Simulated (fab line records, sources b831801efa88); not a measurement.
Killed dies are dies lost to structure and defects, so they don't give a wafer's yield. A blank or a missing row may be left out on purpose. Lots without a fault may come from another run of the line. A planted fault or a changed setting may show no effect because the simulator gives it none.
A struck lot beside a sound one | flow sky130 | 34 steps out of a route of 708
Sound: wafers L208.1, L208.4, L208.5. Struck: wafers L215.2, L215.3, L215.5. The cause comes at the end.
At each step with rows: each side's tool, then ch and its chambers, then its first start. Under that, the readings that differ: sound wafers | struck wafers | difference of the means | sigmas: that difference in standard deviations of wafers without a fault.
alike: readings whose means differ by less than 2 such deviations, and words and numbers that are the same on both sides. not compared: withheld readings, readings that some wafer has no value for, bounds like >300 that may hide the same value, and numbers for which the record gives no deviation and whose values overlap.
The two part at a step that has a row with sigmas, a row that says differs or no value, or rows on one side only. Numbers that don't overlap but have no deviation are shown without sigmas and don't part them. A reading that every wafer of one side lacks parts them only if that side has two wafers or more.

first, 10 steps without rows for these wafers: SKY_METAL4_PEB_11; SKY_METAL4_DEVELOP_12 (develop time 60 s); SKY_METAL4_DESCUM_15 (chemistry O2, time 8 s); SKY_METAL4_ETCH_16 (etches BARC in N2/H2, stops on SiO2, time 88.2 s, target depth 60 nm); SKY_METAL4_ETCH_17 (etches SiO2 in C4F8/O2/Ar, stops on TiN, time 3.9 s, target depth 15 nm); SKY_METAL4_METAL_ETCH_18 (etches the open film in Cl2/BCl3, stops on SiO2, target depth 845 nm, time 183.1 s); SKY_METAL4_STRIP_19 (strips in O2/N2); SKY_METAL4_STRIP_20 (strips in post etch residue remover, time 1200 s); SKY_METAL4_CLEAN_21 (cleans in IPA, time 180 s); SKY_METAL4_CLEAN_22 (cleans in O3/DIW).
SKY_VIA4_HDPCVD_00: deposits SiO2, target thk 1750 nm, time 291.7 s.
  sound on hdpcvd-01 ch 1,2, day 41 15:13; struck on hdpcvd-02 ch 0,1, day 43 22:46
  alike: susceptor_temp_C
then, 22 steps without rows for these wafers: SKY_VIA4_CMP_02 (polishes SiO2); SKY_VIA4_DEHYDRATE_04 (time 60 s); SKY_VIA4_HMDS_05 (prime time 60 s); SKY_VIA4_COAT_06 (resist thk 1140 nm); SKY_VIA4_SOFTBAKE_07 (time 60 s); SKY_VIA4_EXPOSE_08 (exposes mask VIM4, target cd 800 nm); SKY_VIA4_PEB_09; SKY_VIA4_DEVELOP_10 (develop time 60 s); SKY_VIA4_ETCH_12 (etches SiO2 in C4F8/O2/Ar, stops on TiN, target depth 580 nm); SKY_VIA4_STRIP_13 (strips in O2/N2); SKY_VIA4_STRIP_14 (strips in post etch residue remover, time 1200 s); SKY_VIA4_CLEAN_15 (cleans in IPA, time 180 s); SKY_VIA4_CLEAN_16 (cleans in O3/DIW); SKY_VIA4_SPUTTER_17 (material TiN, target thk 20 nm, time 80 s); SKY_VIA4_CVD_18 (deposits W, target thk 505 nm, time 152.14 s); SKY_VIA4_CMP_21 (polishes, stops on SiO2, t overpolish 25 s, target thk 0 nm); SKY_METAL5_SPUTTER_00 (material Ti, target thk 15 nm, time 10 s); SKY_METAL5_SPUTTER_01 (material TiN, target thk 20 nm, time 16.7 s); SKY_METAL5_SPUTTER_02 (material AlCu, target thk 1150 nm, time 61.2 s); SKY_METAL5_SPUTTER_03 (material Ti, target thk 5 nm, time 3.3 s); SKY_METAL5_SPUTTER_04 (material TiN, target thk 70 nm, time 58.3 s); SKY_METAL5_DEHYDRATE_07 (time 60 s).
-- the record jumps here: 4 days lie between the struck wafers' starts before and after (it left off in module METAL5 and takes up again in module PAD_OPEN, whose first step shown is number 708 of the route) --
SKY_PAD_OPEN_PROBE_99:
  sound on prober-02, day 45 14:14; struck on prober-02, day 47 15:22
  reading                               | sound              | struck            | difference | sigmas
  defect_limited_yield (%)              | 82.9 85.6 84.3     | 78.3 77.8 77.4    | -6.4       | -3
  killed_at_M4_up                       | 2 5 2              | 31 26 27          | +25        | +14
  killed_dies                           | 84 71 77           | 107 109 111       | +32        | +3
  sort_bin_3_pad_short (%)              | 0.4 0.8 0.8        | 2.8 2.2 2.2       | +1.7       | +4
  sort_bin_5_function (%)               | 10.0 8.7 9.3       | 13.6 13.8 12.8    | +4.1       | +3
  sort_n_pass                           | 408 421 415        | 385 383 381       | -32        | -3
  sort_yield_pct (%)                    | 82.9 85.6 84.3     | 78.3 77.8 77.4    | -6.4       | -3
  model.etest.tester.sort_n_pass        | 408 421 415        | 385 383 381       | -32        |
  model.etest.tester.sort_yield_pct (%) | 82.93 85.57 84.35  | 78.25 77.85 77.44 | -6.44      |
  model.etest.tester.sort_bin_5_pct (%) | 9.959 8.74 9.35    | 13.62 13.82 12.8  | +4.06      |
  model.etest.tester.sort_bin_3_pct (%) | 0.4065 0.813 0.813 | 2.846 2.236 2.236 | +1.762     |
  alike: killed_at_M0_to_M3, killed_at_contacts, killed_at_front_end, killed_at_other, killed_open, killed_short, sort_bin_6_memory

WHERE THEY PART
Only at SKY_PAD_OPEN_PROBE_99, within this record.

WHY: what the simulator had put in
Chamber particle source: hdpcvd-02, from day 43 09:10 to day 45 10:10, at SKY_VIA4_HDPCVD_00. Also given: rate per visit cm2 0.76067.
